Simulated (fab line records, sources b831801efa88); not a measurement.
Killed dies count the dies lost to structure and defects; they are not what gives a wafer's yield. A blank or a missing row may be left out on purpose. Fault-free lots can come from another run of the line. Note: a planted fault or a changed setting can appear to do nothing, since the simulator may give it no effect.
2 desks, one fault :: flow sky130 :: only its own numbers are on each desk; what lay behind them is given at the end

== AT THE METROLOGY DESK ==
Means of the sampled wafers that have a number, per lot and without regard to the tool the lot ran on: this is what the gauges read. If a lot's mean is further than 4 standard deviations from the usual mean, the lot is out of limits and carries the mark OUT (the distance appears in the brackets).
Columns: A = cd_nm at SKY_VT_ADJUST_HVTP_CD_MEAS_07, usual 380.0 nm; B = VT_ADJUST_NCORE_OVL at SKY_VT_ADJUST_NCORE_OVL_MEAS_08, usual 0.6 nm; C = VT_ADJUST_HVTR_TW at SKY_VT_ADJUST_HVTR_TW_MEAS_11, usual 211.0; D = VT_ADJUST_PCH_OVL at SKY_VT_ADJUST_PCH_OVL_MEAS_07, usual -1.0 nm
lot: L640
first seen here: day 6 10:22
A: 382.6
B: 1.3
C: 209.2
D: -1.1

lot: L641
first seen here: day 6 16:49
A: 383.1
B: 1.2
C: 211.9
D: -1.3

lot: L643
first seen here: day 7 00:53
A: 377.9
B: 0.1
C: 211.8
D: -0.8

lot: L648
first seen here: day 8 05:20
A: 378.9
B: 1.9
C: 209.0
D: -1.2

lot: L651
first seen here: day 9 00:19
A: 379.4
B: -1.3
C: 204.8
D: -0.9

lot: L653
first seen here: day 9 10:50
A: 379.1
B: -0.1
C: 206.1
D: 0.2

lot: L654
first seen here: day 9 18:26
A: 373.2
B: 0.7
C: 210.3
D: -0.1

lot: L655
first seen here: day 10 04:06
A: 381.3
B: 0.5
C: 209.7
D: -0.1

lot: L656
first seen here: day 10 06:07
A: 375.3
B: 1.0
C: 209.8
D: -0.4

lot: L657
first seen here: day 10 09:14
A: 377.7
B: -0.3
C: 211.6
D: -0.4

lot: L658
first seen here: day 10 14:41
A: 383.1
B: -0.7
C: 210.4
D: -0.2

lot: L660
first seen here: day 11 04:58
A: 380.8
B: 0.7
C: 209.3
D: -2.7

lot: L662
first seen here: day 11 20:04
A: 379.6
B: -0.6
C: 212.0
D: -0.7

lot: L663
first seen here: day 12 04:13
A: 379.5
B: 0.4
C: 211.5
D: -0.8
Result from this desk: across the 14 lots, nothing is out of limits.

== DESK OF THE TOOL OWNER: implanter-01 ==
For each lot that ran on this tool, the mean over its sampled wafers that have a number, from the tool's own readings at SKY_VT_ADJUST_HVTR_IMPLANT_09. If a lot's mean is further than 4 standard deviations from the usual mean, the lot is out of limits and carries the mark OUT (the distance appears in the brackets).
Columns: A = beam_on_s at SKY_VT_ADJUST_HVTR_IMPLANT_09, usual 9.99 s; B = end_station_pressure_torr at SKY_VT_ADJUST_HVTR_IMPLANT_09, usual 5e-06 Torr; C = faraday_current_uA at SKY_VT_ADJUST_HVTR_IMPLANT_09, usual 11.86
lot: L641
first seen here: day 10 02:48
A: 10.11
B: 5e-06
C: 11.74

lot: L643
first seen here: day 10 10:38
A: 10.05
B: 5e-06
C: 11.79

lot: L648
first seen here: day 11 20:49
A: 9.27
B: 5e-06
C: 13.04 (+4.9) OUT

lot: L651
first seen here: day 12 18:09
A: 8.82 (-5.6) OUT
B: 5e-06
C: 13.73 (+7.8) OUT

lot: L653
first seen here: day 13 07:24
A: 8.88 (-5.3) OUT
B: 5e-06
C: 13.56 (+7.1) OUT

lot: L662
first seen here: day 16 03:45
A: 10.00
B: 5e-06
C: 11.83
This desk finds L648, L651, L653 out of limits, L648 being first, at day 11 20:49 (faraday_current_uA at SKY_VT_ADJUST_HVTR_IMPLANT_09). In limits: L641, L643, L662.

== ALL TOGETHER ==
The tool owner's desk could have raised an alarm at day 11 20:49, on L648, L651, L653.
Metrology desk: nothing out of limits seen.
The metrology desk has L648, L651, L653 on record, within its limits.
On implanter-01, each named lot ran SKY_VT_ADJUST_HVTR_IMPLANT_09.

== WHAT HAD BEEN PUT IN BY THE SIMULATOR ==
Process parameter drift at SKY_VT_ADJUST_HVTR_IMPLANT_09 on implanter-01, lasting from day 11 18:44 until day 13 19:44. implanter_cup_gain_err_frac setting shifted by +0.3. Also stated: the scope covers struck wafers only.
Shown lots that were struck: L648, L651, L653.
Hours from the fault's start to each desk's first reading out of limits: the tool owner's desk, 2.
